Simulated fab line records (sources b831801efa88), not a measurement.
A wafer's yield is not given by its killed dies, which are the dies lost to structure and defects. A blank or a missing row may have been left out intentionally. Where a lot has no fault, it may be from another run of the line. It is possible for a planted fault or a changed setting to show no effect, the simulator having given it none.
The tool behind it: which one? || flow gf180mcu || 7 lots (21 wafers sampled), 1 step of a 602-step route

## WHAT THE GAUGES SHOWED, per wafer
GF_POLY_GATE_THK_MEAS_01.
{"lot": "L157", "measured": "day 9 06:47", "on": "film_metro-04", "POLY_GATE_CVD_00_THK (nm)": "203.1 202.4 203.3"}
{"lot": "L159", "measured": "day 9 18:25", "on": "film_metro-04", "POLY_GATE_CVD_00_THK (nm)": "201.4 200.9 200.4"}
{"lot": "L161", "measured": "day 10 09:15", "on": "film_metro-02", "POLY_GATE_CVD_00_THK (nm)": "201.4 203.6 202.9"}
{"lot": "L165", "measured": "day 11 12:41", "on": "film_metro-03", "POLY_GATE_CVD_00_THK (nm)": "202.8 204.0 202.4"}
{"lot": "L169", "measured": "day 12 14:43", "on": "film_metro-03", "POLY_GATE_CVD_00_THK (nm)": "201.0 202.3 200.6"}
{"lot": "L172", "measured": "day 13 07:53", "on": "film_metro-03", "POLY_GATE_CVD_00_THK (nm)": "195.8 196.3 197.0"}
{"lot": "L176", "measured": "day 14 19:52", "on": "film_metro-03", "POLY_GATE_CVD_00_THK (nm)": "199.2 197.8 198.8"}

## TOOL THAT RAN EACH LOT (tool first, then ch and the chambers of the sampled wafers, then the start)
The record holds no process step before these readings.

## THE ANSWER, worked out from the rows above alone
Rule: usual is defined by the lots themselves. Put in order of their means at a reading, lots are off if they are a third of the lots or fewer, leave a main group of 4 or more, and stand apart from it by a gap of 3 or more times the standard deviation of the main group's means; of several such gaps the widest counts. A main group whose means are all the same, to the digits that the tables above print for the reading, isn't used. A lot without any number at a reading at which 4 lots or more have one is off too. Where the step has rows for the other lots, those lots are counted as sound.
Nothing can be told from this: no lot is off at any reading shown.

## WHAT THE SIMULATOR HAD PUT IN
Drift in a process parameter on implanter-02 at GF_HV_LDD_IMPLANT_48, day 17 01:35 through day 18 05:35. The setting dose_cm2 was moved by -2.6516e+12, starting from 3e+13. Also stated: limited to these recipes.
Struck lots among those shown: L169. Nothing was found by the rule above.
